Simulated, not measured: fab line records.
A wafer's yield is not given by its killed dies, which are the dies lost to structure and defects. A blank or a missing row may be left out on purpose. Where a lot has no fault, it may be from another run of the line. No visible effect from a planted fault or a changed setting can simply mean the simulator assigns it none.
fab line records	flow sky130
record lots=5	wafers=15	last_day=49
route steps=708 shown METAL2@497 VIA2@507 METAL3@532 CAPM@537 PAD_OPEN@708
lots that met no fault: from a run of the same line without faults
start_h: hours from the record's first day to the start of the lot's first wafer shown	wait_h: hours from the lot's prior step to this one	" same as the row above	L1.1+2: a row that stands for several wafers	- no value, or no start given	* or withheld: withheld	< > ~ a bound
route shown NAME@n: NAME is a module with steps in the file, n the number in the route of the first one	usual: mean/standard deviation of fault-free wafers	same: alike in all rows	chamber/n: place in a boat	sites: each site's reading	_std_site: standard deviation of those values	_edge_site: the outer-site mean with the inner-site mean subtracted	radius_mm: for every site, how far away it sits from the centre of the wafer	mask NAME#n: copy n	behind: the tool/chamber that last shaped the wafer	hold: why the lot was held/for how many hours/how that ended	device: names the non-switching transistor (n, p or np)	end of line: tests run on the same wafers once the route is complete	where a step has no rows: the recipe by itself	killed: the dies lost at the first sort to structure and to defects; this is not the yield of the wafer	map: dies across one wafer; x = killed, . = not, _ = none there
set.NAME: the run value of the setting; set.NAME@STEP: its run value at that earlier step	model.NAME: the simulator's own value behind a step, which no gauge read
lots at some steps of the route; a table a step, a row a wafer
services: when a tool's chamber went out of use (start_h, in hours from the record's first day, below 0 if earlier), for how many hours, and the reason
## steps
# step SKY_METAL2_DEVELOP_14
# recipe develop_time_s=60	resist=KrF-thick	dev_temp_c=21
# step SKY_METAL2_CD_MEAS_15
# recipe target_cd_nm=140
# usual cd_nm=140.0/1.9
lot.wafer	tool	chamber	start_h	wait_h	cd_nm
L790.2	cd_sem-02	-	848.00	-	140.1
L790.3	"	-	"	"	140.4
L790.5	"	-	"	"	140.1
L794.3	cd_sem-01	-	901.96	-	142.5
L794.4	"	-	"	"	142.3
L794.6	"	-	"	"	141.7
L796.3	cd_sem-01	-	904.36	-	139.9
L796.4	"	-	"	"	139.3
L796.6	"	-	"	"	138.0
L803.1	cd_sem-01	-	946.68	-	138.4
L803.2	"	-	"	"	137.2
L803.5	"	-	"	"	137.7
L807.2	cd_sem-02	-	963.94	-	139.7
L807.4	"	-	"	"	138.8
L807.6	"	-	"	"	138.6
# step SKY_METAL2_OVL_MEAS_16
# usual METAL2_OVL=1/4.5
lot.wafer	tool	chamber	start_h	wait_h	METAL2_OVL[nm]
L790.2	overlay-02	-	848.10	0.1	-4
L790.3	"	-	"	"	5
L790.5	"	-	"	"	-7
L794.3	overlay-02	-	902.05	0.1	5
L794.4	"	-	"	"	6
L794.6	"	-	"	"	-2
L796.3	overlay-01	-	904.45	0.1	4
L796.4	"	-	"	"	-7
L796.6	"	-	"	"	2
L803.1	overlay-02	-	946.80	0.1	5
L803.2	"	-	"	"	-2
L803.5	"	-	"	"	2
L807.2	overlay-01	-	964.04	0.1	-1
L807.4	"	-	"	"	-1
L807.6	"	-	"	"	1
# step SKY_METAL2_DESCUM_17
# recipe chemistry=O2	source_power_w=150	bias_power_w=0	pressure_mtorr=10	temp_c=40	time_s=8
# step SKY_METAL2_ETCH_18
# recipe chemistry=N2/H2	target=BARC	ion_energy_ev=200	bias_w=100	pressure_mtorr=30	n2_flow_sccm=100	h2_flow_sccm=200	icp_w=500	stop_on=SiO2	time_s=45.9	target_depth_a=600
# step SKY_METAL2_METAL_ETCH_19
# recipe target_depth_a=3600	stop_on=SiO2	over_etch_frac=0.3	time_s=78	chemistry=Cl2/BCl3	resist_sidewall_deg=88	pressure_mtorr=10	icp_w=900	bias_w=48.5	Cl2_flow_sccm=60	bcl3_flow_sccm=30
# step SKY_METAL2_STRIP_20
# recipe chemistry=O2/N2	power_w=1400	pressure_mtorr=1500	platen_temp_c=withheld	o2_flow_sccm=3000	n2_flow_sccm=300	overash_fraction=0.5
# usual drypump_motor_current_A=5.7/0.59	o2_flow_sccm=2999/8.8	oes_product_au=0.342/0.0051	strip_time_to_endpoint_s=2.68/0.059
lot.wafer	tool	chamber	start_h	wait_h	drypump_motor_current_A	o2_flow_sccm	oes_product_au	rf_hours_counter_h	strip_time_to_endpoint_s
L790.2	plasma_asher-04	1	848.32	0.1	4.7	3002	0.343	11	2.70
L790.3	"	0	"	"	6.5	2991	0.349	-	2.75
L790.5	"	0	"	"	6.5	3010	0.345	-	2.72
L794.3	plasma_asher-01	1	902.29	0.1	5.5	2997	0.336	-	2.61
L794.4	"	0	"	"	6.1	3004	0.343	-	2.58
L794.6	"	0	"	"	6.2	3011	0.332	-	2.59
L796.3	plasma_asher-04	0	904.69	0.1	6.5	2997	0.344	-	2.64
L796.4	"	1	"	"	4.7	2996	0.340	-	2.63
L796.6	"	0	"	"	6.5	3012	0.331	-	2.61
L803.1	plasma_asher-04	1	947.02	0.1	4.7	2985	0.342	20	2.69
L803.2	"	0	"	"	6.5	3018	0.352	20	2.79
L803.5	"	0	"	"	6.5	3009	0.341	-	2.68
L807.2	plasma_asher-03	0	964.26	0.1	5.8	2983	0.352	114	2.77
L807.4	"	1	"	"	5.3	2977	0.337	-	2.63
L807.6	"	1	"	"	5.3	3000	0.350	-	2.81
# step SKY_METAL2_STRIP_21
# recipe chemistry=post_etch_residue_remover	time_s=1200	temp_c=72.5
# step SKY_METAL2_CLEAN_22
# recipe chemistry=IPA	time_s=180	temp_c=25
# step SKY_METAL2_CLEAN_23
# recipe chemistry=O3/DIW	dry=n2_spin
# step SKY_VIA2_HDPCVD_00
# recipe material=SiO2	target_thk_nm=1180	sigma_open_frac=0.3	time_s=196.7	temp_c=400	sih4_flow_sccm=60	pressure_mtorr=6
# step SKY_VIA2_THK_MEAS_01
# recipe reads=SiO2_of_VIA2_HDPCVD_00
# usual VIA2_HDPCVD_THK=1192/18
lot.wafer	tool	chamber	start_h	wait_h	VIA2_HDPCVD_THK[nm]
L790.2	film_metro-02	-	849.07	0.1	1180
L790.3	"	-	"	"	1205
L790.5	"	-	"	"	1179
L794.3	film_metro-02	-	902.99	0.1	1200
L794.4	"	-	"	"	1199
L794.6	"	-	"	"	1181
L796.3	film_metro-02	-	905.43	0.1	1215
L796.4	"	-	"	"	1222
L796.6	"	-	"	"	1196
L803.1	film_metro-02	-	947.73	0.1	1192
L803.2	"	-	"	"	1148
L803.5	"	-	"	"	1156
L807.2	film_metro-01	-	965.09	0.1	1189
L807.4	"	-	"	"	1198
L807.6	"	-	"	"	1189
# step SKY_VIA2_CMP_02
# recipe material=SiO2	down_force_psi=4	platen_rpm=60	pad_velocity_m_s=0.94248
# usual motor_current_A=12.6/1.7	slurry_flow_ml_min=150.0/0.5
lot.wafer	tool	chamber	start_h	wait_h	motor_current_A	slurry_flow_ml_min
L790.3	cmp-01	3	849.12	0.0	8.8	149.9
L790.2	"	0	"	"	12.0	149.9
L790.5	"	0	"	"	12.3	149.5
L794.4	cmp-02	0	903.13	0.1	11.6	149.3
L794.3	"	1	"	"	11.6	149.0
L794.6	"	2	"	"	13.8	150.6
L796.3	cmp-02	2	905.52	0.1	13.3	150.5
L796.4	"	0	"	"	10.8	150.1
L796.6	"	2	"	"	13.6	150.9
L803.2	cmp-01	1	947.79	0.0	13.7	150.0
L803.1	"	2	"	"	14.2	150.8
L803.5	"	1	"	"	13.7	150.5
L807.2	cmp-01	2	965.19	0.1	13.6	150.4
L807.4	"	0	"	"	11.9	150.8
L807.6	"	2	"	"	14.3	150.1
# step SKY_VIA2_BOW_MEAS_03
# recipe mode=bow
# usual VIA2_BOW=86/7.9
lot.wafer	tool	chamber	start_h	wait_h	VIA2_BOW[um]
L790.2	film_metro-02	-	849.44	0.2	74
L790.3	"	-	"	"	67
L790.5	"	-	"	"	91
L794.3	film_metro-02	-	903.37	0.1	98
L794.4	"	-	"	"	94
L794.6	"	-	"	"	91
L796.3	film_metro-02	-	905.81	0.2	79
L796.4	"	-	"	"	82
L796.6	"	-	"	"	85
L803.1	film_metro-04	-	948.09	0.2	91
L803.2	"	-	"	"	83
L803.5	"	-	"	"	84
L807.2	film_metro-02	-	965.46	0.2	88
L807.4	"	-	"	"	86
L807.6	"	-	"	"	81
# step SKY_VIA2_DEHYDRATE_04
# recipe temp_c=200	time_s=60
# step SKY_VIA2_HMDS_05
# recipe prime_time_s=60	prime_temp_c=120
# step SKY_VIA2_COAT_06
# recipe resist=BARC	temp_c=withheld	time_s=withheld	spin_rpm=3000	resist_thk_nm=60
# step SKY_VIA2_COAT_07
# recipe resist=KrF-thick	spin_rpm=3000	resist_thk_nm=450
# step SKY_VIA2_SOFTBAKE_08
# recipe temp_c=100	time_s=90	resist=KrF-thick
# step SKY_VIA2_EXPOSE_09
# recipe mask_id=VIM2	na=0.8	source_shape=annular	sigma_inner=0.55	sigma_outer=0.85	target_cd_nm=200	dose_mj=38
# step SKY_VIA2_PEB_10
# recipe peb_temp_c=withheld	peb_time_s=withheld	resist=KrF-thick
# step SKY_VIA2_DEVELOP_11
# recipe develop_time_s=60	resist=KrF-thick	dev_temp_c=21
# step SKY_VIA2_CD_MEAS_12
# recipe target_cd_nm=200
# usual cd_nm=199.8/1.4
lot.wafer	tool	chamber	start_h	wait_h	cd_nm
L790.2	cd_sem-01	-	875.10	-	201.4
L790.3	"	-	"	"	202.5
L790.5	"	-	"	"	202.4
L794.3	cd_sem-02	-	928.86	-	199.3
L794.4	"	-	"	"	199.2
L794.6	"	-	"	"	198.2
L796.3	cd_sem-01	-	930.92	-	199.7
L796.4	"	-	"	"	200.2
L796.6	"	-	"	"	201.3
L803.1	cd_sem-01	-	972.43	-	199.2
L803.2	"	-	"	"	200.7
L803.5	"	-	"	"	199.9
L807.2	cd_sem-01	-	989.55	-	200.7
L807.4	"	-	"	"	198.0
L807.6	"	-	"	"	201.2
# step SKY_VIA2_OVL_MEAS_13
# usual VIA2_OVL=1/5
lot.wafer	tool	chamber	start_h	wait_h	VIA2_OVL[nm]
L790.2	overlay-02	-	875.21	0.1	4
L790.3	"	-	"	"	7
L790.5	"	-	"	"	7
L794.3	overlay-01	-	928.95	0.1	-4
L794.4	"	-	"	"	1
L794.6	"	-	"	"	-4
L796.3	overlay-01	-	931.01	0.1	0
L796.4	"	-	"	"	5
L796.6	"	-	"	"	4
L803.1	overlay-02	-	972.55	0.1	-4
L803.2	"	-	"	"	-9
L803.5	"	-	"	"	-2
L807.2	overlay-02	-	989.65	0.1	2
L807.4	"	-	"	"	2
L807.6	"	-	"	"	7
# step SKY_VIA2_ETCH_14
# recipe chemistry=N2/H2	target=BARC	ion_energy_ev=200	source_w=500	bias_w=100	pressure_mtorr=30	n2_flow_sccm=100	h2_flow_sccm=200	stop_on=SiO2	time_s=45.9	target_depth_a=600
# step SKY_VIA2_ETCH_15
# recipe target=SiO2	chemistry=C4F8/O2/Ar	target_depth_nm=546	stop_on=TiN	mask_material=KrF-thick	source_w=1500	bias_w=1200	pressure_mtorr=40	c4f8_flow_sccm=withheld	O2_flow_sccm=6	Ar_flow_sccm=300	time_s=84
# usual bias_w=1200/3.2	oes_product_au=0.939/0.0048
lot.wafer	tool	chamber	start_h	wait_h	bias_w	oes_product_au	rf_hours_counter_h
L790.2	rie_diel-04	1	875.28	0.0	1206	0.936	19
L790.3	"	0	"	"	1193	0.937	27
L790.5	"	1	"	"	1199	0.934	-
L794.3	rie_diel-01	1	929.01	0.0	1206	0.939	7
L794.4	"	3	"	"	1197	0.935	17
L794.6	"	2	"	"	1202	0.943	-
L796.3	rie_diel-02	0	931.07	0.0	1204	0.944	16
L796.4	"	1	"	"	1198	0.944	26
L796.6	"	1	"	"	1202	0.940	-
L803.1	rie_diel-04	3	972.63	0.0	1199	0.942	21
L803.2	"	0	"	"	1198	0.939	1
L803.5	"	0	"	"	1200	0.942	-
L807.2	rie_diel-02	0	989.72	0.0	1201	0.933	18
L807.4	"	3	"	"	1204	0.939	9
L807.6	"	0	"	"	1196	0.930	-
# step SKY_VIA2_STRIP_16
# recipe chemistry=O2/N2	power_w=1400	pressure_mtorr=1500	platen_temp_c=withheld	o2_flow_sccm=3000	n2_flow_sccm=300	overash_fraction=0.5
# step SKY_VIA2_STRIP_17
# recipe chemistry=post_etch_residue_remover	time_s=1200	temp_c=72.5
# step SKY_VIA2_CLEAN_18
# recipe chemistry=IPA	time_s=180	temp_c=25
# step SKY_VIA2_CLEAN_19
# recipe chemistry=O3/DIW	dry=n2_spin
# step SKY_VIA2_SPUTTER_20
# recipe material=TiN	target_thk_nm=20	chamber_pressure_pa=5	power_w=4000	time_s=80
# step SKY_VIA2_CVD_21
# recipe material=W	target_thk_nm=420	time_s=126.4	temp_c=400	pressure_torr=40
# step SKY_VIA2_RS_MEAS_22
# recipe thk_meas_gauge=four-point-probe	reads=W_of_VIA2_CVD_21+TiN_of_VIA2_SPUTTER_20
# usual VIA2_W_RS=0.270/0.0031
lot.wafer	tool	chamber	start_h	wait_h	VIA2_W_RS[ohm/sq]
L790.2	film_metro-01	-	876.14	0.1	0.268
L790.3	"	-	"	"	0.272
L790.5	"	-	"	"	0.273
L794.3	film_metro-02	-	929.90	0.1	0.269
L794.4	"	-	"	"	0.270
L794.6	"	-	"	"	0.273
L796.3	film_metro-02	-	931.96	0.1	0.268
L796.4	"	-	"	"	0.264
L796.6	"	-	"	"	0.264
L803.1	film_metro-04	-	973.48	0.1	0.269
L803.2	"	-	"	"	0.268
L803.5	"	-	"	"	0.267
L807.2	film_metro-02	-	990.64	0.1	0.272
L807.4	"	-	"	"	0.272
L807.6	"	-	"	"	0.271
# step SKY_VIA2_THK_MEAS_23
# recipe thk_meas_gauge=xrf	reads=W_of_VIA2_CVD_21
# usual VIA2_W_THK=407/5.1
lot.wafer	tool	chamber	start_h	wait_h	VIA2_W_THK[nm]
L790.2	film_metro-01	-	876.25	0.1	408
L790.3	"	-	"	"	401
L790.5	"	-	"	"	398
L794.3	film_metro-02	-	930.00	0.1	407
L794.4	"	-	"	"	408
L794.6	"	-	"	"	400
L796.3	film_metro-02	-	932.06	0.1	410
L796.4	"	-	"	"	411
L796.6	"	-	"	"	415
L803.1	film_metro-04	-	973.60	0.1	405
L803.2	"	-	"	"	409
L803.5	"	-	"	"	408
L807.2	film_metro-02	-	990.75	0.1	401
L807.4	"	-	"	"	404
L807.6	"	-	"	"	405
# step SKY_VIA2_CMP_24
# recipe stop_on=SiO2	t_overpolish_s=20	down_force_psi=3.5	platen_rpm=60	target_thk_nm=0	pad_velocity_m_s=0.94248
# usual motor_current_A=11.5/1.6	overpolish_run_s=20.000/0.0087	slurry_flow_ml_min=150.0/0.45	time_to_endpoint_s=100/4.9
lot.wafer	tool	chamber	start_h	wait_h	motor_current_A	overpolish_run_s	slurry_flow_ml_min	time_to_endpoint_s
L790.2	cmp-01	0	876.30	0.0	11.6	20.015	150.6	94
L790.3	"	1	"	"	12.5	19.999	149.4	97
L790.5	"	0	"	"	11.1	19.998	150.3	96
L794.4	cmp-01	2	930.09	0.1	12.9	20.004	150.0	103
L794.3	"	3	"	"	8.5	19.996	150.9	94
L794.6	"	2	"	"	13.0	20.005	150.3	103
L796.3	cmp-02	1	932.15	0.1	10.2	20.007	149.7	102
L796.4	"	2	"	"	12.3	20.007	150.2	101
L796.6	"	1	"	"	10.4	20.009	149.8	108
L803.1	cmp-01	3	973.66	0.1	8.5	19.993	149.9	98
L803.2	"	0	"	"	10.8	20.004	150.5	95
L803.5	"	0	"	"	10.9	20.004	150.1	96
L807.4	cmp-02	0	990.80	0.0	9.9	20.007	150.3	103
L807.2	"	2	"	"	12.9	20.017	149.7	101
L807.6	"	0	"	"	9.4	20.009	150.0	100
# step SKY_METAL3_SPUTTER_00
# recipe material=Ti	target_thk_nm=15	power_w=3000	time_s=10	chamber_pressure_pa=0.4
# step SKY_METAL3_SPUTTER_01
# recipe material=TiN	target_thk_nm=20	power_w=6500	time_s=16.7	chamber_pressure_pa=0.4
# usual throttle_valve_pct=30.3/0.97
lot.wafer	tool	chamber	start_h	wait_h	throttle_valve_pct
L790.2	pvd_sputter-04	-	876.63	0.0	31.2
L790.3	"	-	"	"	27.5
L790.5	"	-	"	"	30.9
L794.3	pvd_sputter-04	-	930.36	0.0	27.3
L794.4	"	-	"	"	30.9
L794.6	"	-	"	"	29.5
L796.3	pvd_sputter-04	-	932.42	0.0	31.4
L796.4	"	-	"	"	29.6
L796.6	"	-	"	"	29.8
L803.1	pvd_sputter-01	-	973.99	0.0	30.1
L803.2	"	-	"	"	31.0
L803.5	"	-	"	"	31.0
L807.2	pvd_sputter-01	-	991.12	0.0	30.9
L807.4	"	-	"	"	31.1
L807.6	"	-	"	"	30.9
# step SKY_METAL3_SPUTTER_02
# recipe material=AlCu	target_thk_nm=735	power_w=10600	time_s=39.1	chamber_pressure_pa=0.4
# step SKY_METAL3_SPUTTER_03
# recipe material=Ti	target_thk_nm=5	power_w=3000	time_s=3.3	chamber_pressure_pa=0.4
# step SKY_METAL3_SPUTTER_04
# recipe material=TiN	target_thk_nm=70	power_w=6500	time_s=58.3	chamber_pressure_pa=0.4
# step SKY_CAPM_CVD_00
# recipe material=SiO2	target_thk_nm=15.5	temp_c=400	time_s=withheld	rf_w=450
# usual heater_power_w=769/98
lot.wafer	tool	chamber	start_h	wait_h	heater_power_w
L790.2	pecvd-02	0	876.76	0.0	875
L790.3	"	0	"	"	862
L790.5	"	0	"	"	850
L794.3	pecvd-02	0	930.51	0.0	902
L794.4	"	2	"	"	918
L794.6	"	2	"	"	900
L796.3	pecvd-03	1	932.55	0.0	552
L796.4	"	1	"	"	550
L796.6	"	0	"	"	838
L803.1	pecvd-01	1	974.12	0.0	752
L803.2	"	0	"	"	652
L803.5	"	0	"	"	669
L807.2	pecvd-01	2	991.25	0.0	845
L807.4	"	1	"	"	726
L807.6	"	2	"	"	872
# step SKY_CAPM_THK_MEAS_01
# recipe reads=SiO2_of_CAPM_CVD_00
# usual CAPM_CVD_00_THK=15.49/0.25
lot.wafer	tool	chamber	start_h	wait_h	CAPM_CVD_00_THK[nm]
L790.2	film_metro-01	-	876.80	-	15.30
L790.3	"	-	"	"	15.51
L790.5	"	-	"	"	15.52
L794.3	film_metro-02	-	930.55	-	15.43
L794.4	"	-	"	"	15.20
L794.6	"	-	"	"	15.40
L796.3	film_metro-03	-	932.60	-	15.76
L796.4	"	-	"	"	15.90
L796.6	"	-	"	"	15.38
L803.1	film_metro-02	-	974.14	-	15.28
L803.2	"	-	"	"	15.89
L803.5	"	-	"	"	15.93
L807.2	film_metro-02	-	991.28	-	15.42
L807.4	"	-	"	"	15.63
L807.6	"	-	"	"	15.69
# step SKY_PAD_OPEN_PROBE_99
# usual defect_limited_yield=82.5/1.9	killed_at_M0_to_M3=43/6.4	killed_at_M4_up=2.9/1.7	killed_at_contacts=24/5	killed_at_front_end=15/4	killed_at_other=0.4/0.62	killed_dies=86/9.3	killed_on_rim=17/3.5	killed_open=47/6.8	killed_short=38/5.8	sort_bin_3_pad_short=0.9/0.42	sort_bin_5_function=10.3/1.5	sort_bin_6_memory=6.3/1.1	sort_n_pass=406/9.3	sort_yield_pct=82.5/1.9
# same gross_dies=492	killed_at_back_side=0	sort_bin_4_leakage[%]=0	sort_bin_8_speed[%]=0
lot.wafer	tool	chamber	start_h	wait_h	hold	defect_limited_yield[%]	killed_at_M0_to_M3	killed_at_M4_up	killed_at_contacts	killed_at_front_end	killed_at_other	killed_dies	killed_on_rim	killed_open	killed_short	sort_bin_3_pad_short[%]	sort_bin_5_function[%]	sort_bin_6_memory[%]	sort_n_pass	sort_yield_pct[%]	model.etest.tester.sort_n_pass	model.etest.tester.sort_yield_pct	model.etest.tester.sort_bin_5_pct	model.etest.tester.sort_bin_6_pct	model.etest.tester.sort_bin_3_pct
L790.3	prober-02	-	1097.84	0.2	-	81.5	47	3	23	18	0	91	16	50	41	0.8	11.8	5.9	401	81.5	401	81.5	11.79	5.894	0.813
L790.5	prober-02	-	1097.94	0.2	-	83.9	44	0	19	16	0	79	18	45	33	0.4	10.0	5.7	413	83.9	413	83.94	9.959	5.691	0.4065
L794.3	prober-02	-	1140.45	0.2	-	83.7	44	2	21	12	1	80	17	41	38	0.8	8.5	6.9	412	83.7	412	83.74	8.537	6.911	0.813
L794.4	prober-02	-	1140.50	0.2	-	80.3	45	4	31	15	2	97	18	43	54	1.0	11.8	6.9	395	80.3	395	80.28	11.79	6.911	1.016
L794.6	prober-02	-	1140.60	0.2	-	85.2	38	3	15	17	0	73	16	40	32	1.2	7.7	5.9	419	85.2	419	85.16	7.724	5.894	1.22
L796.3	prober-02	-	1140.80	0.2	await_dispo/4.6h/release	83.1	40	0	27	16	0	83	13	46	35	1.0	10.2	5.7	409	83.1	409	83.13	10.16	5.691	1.016
L796.4	prober-02	-	1140.85	0.2	await_dispo/4.6h/release	46.3	235	3	11	15	0	264	44	29	29	3.0	35.4	15.2	228	46.3	228	46.34	35.37	15.24	3.049
L796.6	prober-02	-	1140.95	0.2	await_dispo/4.6h/release	83.1	48	2	23	10	0	83	18	48	35	1.0	8.9	6.9	409	83.1	409	83.13	8.943	6.911	1.016
L803.1	prober-01	-	1170.23	0.1	-	81.5	44	4	24	19	0	91	20	49	39	0.4	13.8	4.3	401	81.5	401	81.5	13.82	4.268	0.4065
L803.2	prober-01	-	1170.28	0.1	-	82.7	38	3	24	20	0	85	21	36	49	1.2	10.2	5.9	407	82.7	407	82.72	10.16	5.894	1.22
L803.5	prober-01	-	1170.43	0.2	-	80.9	45	3	24	22	0	94	20	54	40	0.6	11.6	6.9	398	80.9	398	80.89	11.59	6.911	0.6098
L807.2	prober-02	-	1185.54	0.1	-	85.8	34	3	21	11	1	70	14	39	30	1.0	7.5	5.7	422	85.8	422	85.77	7.52	5.691	1.016
L807.4	prober-02	-	1185.64	0.2	-	83.3	39	5	26	11	1	82	16	48	34	1.2	9.8	5.7	410	83.3	410	83.33	9.756	5.691	1.22
L807.6	prober-02	-	1185.74	0.2	-	82.9	46	2	27	9	0	84	17	50	34	0.6	9.3	7.1	408	82.9	408	82.93	9.35	7.114	0.6098
# killed by level:class
L790.3 CONTACT:geometric_particle:open=9 METAL2:geometric_particle:short=9 FIELD_ISO:geometric_particle:open=7 VIA3:geometric_particle:open=7 VIA1:geometric_particle:open=6 LI_CONTACT:geometric_particle:open=5 VIA2:geometric_particle:open=5 METAL2:geometric_particle:open=5
L790.5 VIA1:geometric_particle:open=13 LI_CONTACT:geometric_particle:short=6 VIA3:geometric_particle:open=6 FIELD_ISO:geometric_particle:short=5 LI_CONTACT:geometric_particle:open=5 CONTACT:geometric_particle:open=5 METAL1:geometric_particle:short=5 VIA2:geometric_particle:open=4
L794.3 VIA1:geometric_particle:open=9 CONTACT:geometric_particle:open=9 METAL1:geometric_particle:short=9 LI_CONTACT:geometric_particle:short=6 VIA1:geometric_particle:short=5 VIA2:geometric_particle:open=5 VIA3:geometric_particle:open=5 FIELD_ISO:geometric_particle:short=3
L794.4 CONTACT:geometric_particle:short=11 METAL2:geometric_particle:short=10 LI_CONTACT:geometric_particle:open=7 CONTACT:geometric_particle:open=7 VIA1:geometric_particle:open=7 VIA2:geometric_particle:open=6 VIA2:geometric_particle:short=6 FIELD_ISO:geometric_particle:short=5
L794.6 VIA2:geometric_particle:open=8 FIELD_ISO:geometric_particle:open=7 FIELD_ISO:geometric_particle:short=7 VIA3:geometric_particle:open=6 VIA1:geometric_particle:short=5 CONTACT:geometric_particle:open=5 CONTACT:geometric_particle:short=5 VIA1:geometric_particle:open=5
L796.3 VIA2:geometric_particle:open=10 LI_CONTACT:geometric_particle:open=9 VIA1:geometric_particle:open=8 CONTACT:geometric_particle:open=7 METAL1:geometric_particle:short=7 FIELD_ISO:geometric_particle:open=4 POLY_GATE:geometric_particle:short=4 CONTACT:geometric_particle:short=4
L796.4 VIA2:unspecified=204 METAL2:geometric_particle:short=10 VIA1:geometric_particle:open=6 FIELD_ISO:geometric_particle:short=5 CONTACT:geometric_particle:open=5 FIELD_ISO:geometric_particle:open=4 VIA1:geometric_particle:short=4 LI_CONTACT:geometric_particle:open=3
L796.6 CONTACT:geometric_particle:open=9 VIA1:geometric_particle:open=9 VIA2:geometric_particle:open=7 VIA3:geometric_particle:open=7 VIA2:geometric_particle:short=6 LI_CONTACT:geometric_particle:open=5 VIA1:geometric_particle:short=5 POLY_GATE:geometric_particle:open=4
L803.1 VIA1:geometric_particle:open=12 VIA3:geometric_particle:open=8 LI_CONTACT:geometric_particle:open=6 FIELD_ISO:geometric_particle:open=5 LOCAL_INTERCONNECT:geometric_particle:open=5 FIELD_ISO:geometric_particle:short=4 LOCAL_INTERCONNECT:geometric_particle:short=4 CONTACT:geometric_particle:open=4
L803.2 METAL2:geometric_particle:short=8 CONTACT:geometric_particle:open=6 VIA1:geometric_particle:open=6 VIA1:geometric_particle:short=6 FIELD_ISO:geometric_particle:short=5 LOCAL_INTERCONNECT:geometric_particle:short=5 LI_CONTACT:geometric_particle:short=5 METAL1:geometric_particle:short=5
L803.5 VIA1:geometric_particle:open=15 POLY_GATE:geometric_particle:open=8 LI_CONTACT:geometric_particle:open=8 METAL2:geometric_particle:short=7 METAL1:geometric_particle:short=7 LOCAL_INTERCONNECT:geometric_particle:short=5 CONTACT:geometric_particle:open=5 VIA3:geometric_particle:open=5
L807.2 CONTACT:geometric_particle:open=9 VIA1:geometric_particle:open=9 LI_CONTACT:geometric_particle:open=7 VIA1:geometric_particle:short=6 METAL1:geometric_particle:short=5 VIA2:geometric_particle:short=3 VIA2:geometric_particle:open=3 VIA3:geometric_particle:open=3
L807.4 VIA2:geometric_particle:open=10 LI_CONTACT:geometric_particle:open=9 CONTACT:geometric_particle:open=8 VIA1:geometric_particle:open=6 VIA1:geometric_particle:short=5 METAL2:geometric_particle:short=5 METAL4:geometric_particle:short=5 FIELD_ISO:geometric_particle:short=4
L807.6 LI_CONTACT:geometric_particle:open=11 VIA1:geometric_particle:open=10 VIA2:geometric_particle:open=9 CONTACT:geometric_particle:open=7 METAL1:geometric_particle:short=7 CONTACT:geometric_particle:short=4 VIA1:geometric_particle:short=4 VIA3:geometric_particle:open=4
# map L796.4 (x killed, . not)
__________.....xxxx._________
________xx...xxxxxxx.x_______
______xx.xxxx.x...xx.x.._____
_____x.x...xxxxxxxx.xxxx.____
____.xxxxx.xxxx.x.x..x.xx.___
___x.xx.x.x.x.xx.xxx..x...x__
__x.x.x.xx.x..xxxxx.xx.....x_
_xx..x...x..xx......xxx.x..x.
_.xxx.xx..xxxxx.xx.x.xx...xx.
_xx...x.x.....x....xxx.xxxx..
_..xxxxxxxxx.x...x..x..xx.xx.
_xxx.x.....x...x..x.x.xxx.x.x
_..xxxx.xx.xxx.x..xxxx.xx.xx.
_x..xxxx.xx.x.xxx.x..x.xxx...
_.xx.xxxxxx.xx...xxxx.xx..xx.
__x.x...xxxxx.x..xxxx......x_
___x.xx..xxxxx.x..x.xxx....__
____.xxxxx.......xxx.x...x___
_____.xxx.x.xx...x.xx.x.x____
______........x..xx.x..._____
________x.x...x.xxxxx._______
__________xx..x.x..x_________
# map L794.4 (x killed, . not)
__________......x..._________
________x....x.x......_______
______..x......x...x..x._____
_____.x...xx.............____
____x....x...x.......xx...___
___..................x...x.__
__.xx......x......x....x.x.x_
_x....x...x......x......x.x..
_.x........xx..x.......x.....
_xx..x......x.........x.x.xx.
_...x...x.....x....x.xx.x....
_............xxx..........x.x
_........x...............x.xx
_...x.x......x.x...x..xx.x...
_........x......x.x.....xx...
__......x..x........x....x.._
___...x.....x..............__
____.......x...x.x.xx....x___
_____..x.....xxx........x____
______.........x..x....._____
________........x.xx.._______
__________....x...x._________
## services
tool	chamber	start_h	hours	kind
plasma_asher-01	-	827.18	2.3	repair
pecvd-01	1	838.63	5.0	repair
pecvd-02	-	838.65	2.4	repair
rie_diel-04	1	847.79	16.5	repair
rie_diel-02	3	848.95	6.5	repair
cmp-02	-	848.98	3.1	repair
cmp-02	-	852.05	6.3	pm
pecvd-02	2	871.81	18.3	repair
cmp-01	-	881.30	1.6	repair
pecvd-02	0	884.36	19.3	repair
pvd_sputter-04	-	886.36	7.0	repair
rie_diel-04	1	886.79	6.4	repair
pvd_sputter-01	-	889.57	2.6	repair
pecvd-02	-	905.52	6.0	pm
cmp-01	-	912.14	4.0	pm
rie_diel-04	1	914.45	2.8	repair
pvd_sputter-04	-	916.22	3.0	repair
pecvd-02	-	926.92	2.8	pm
pecvd-01	-	940.61	5.5	pm
plasma_asher-04	-	963.10	2.2	repair
cmp-02	-	976.87	3.3	repair
rie_diel-04	1	977.49	1.9	repair
rie_diel-02	-	981.53	0.2	repair
cmp-01	-	990.75	6.4	repair
## key
first_sign step=SKY_PAD_OPEN_PROBE_99	reading=killed_at_M0_to_M3	direction=up	sigmas=30	usual=43	struck=235
effect step=SKY_PAD_OPEN_PROBE_99	reading=defect_limited_yield	direction=down	sigmas=19	usual=82.5	struck=46.3
model_effect step=SKY_PAD_OPEN_PROBE_99	value=etest.tester.sort_n_pass	without=405	struck=228
met_at SKY_VIA2_CMP_02
struck_wafers L796.4
onset_between 903.13 905.52
fault kind=chamber_particle_source	tool=cmp-02	chamber=0	onset_h=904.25	steps=SKY_VIA2_CMP_02	rate_per_visit_cm2=1.1555	end_h=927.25
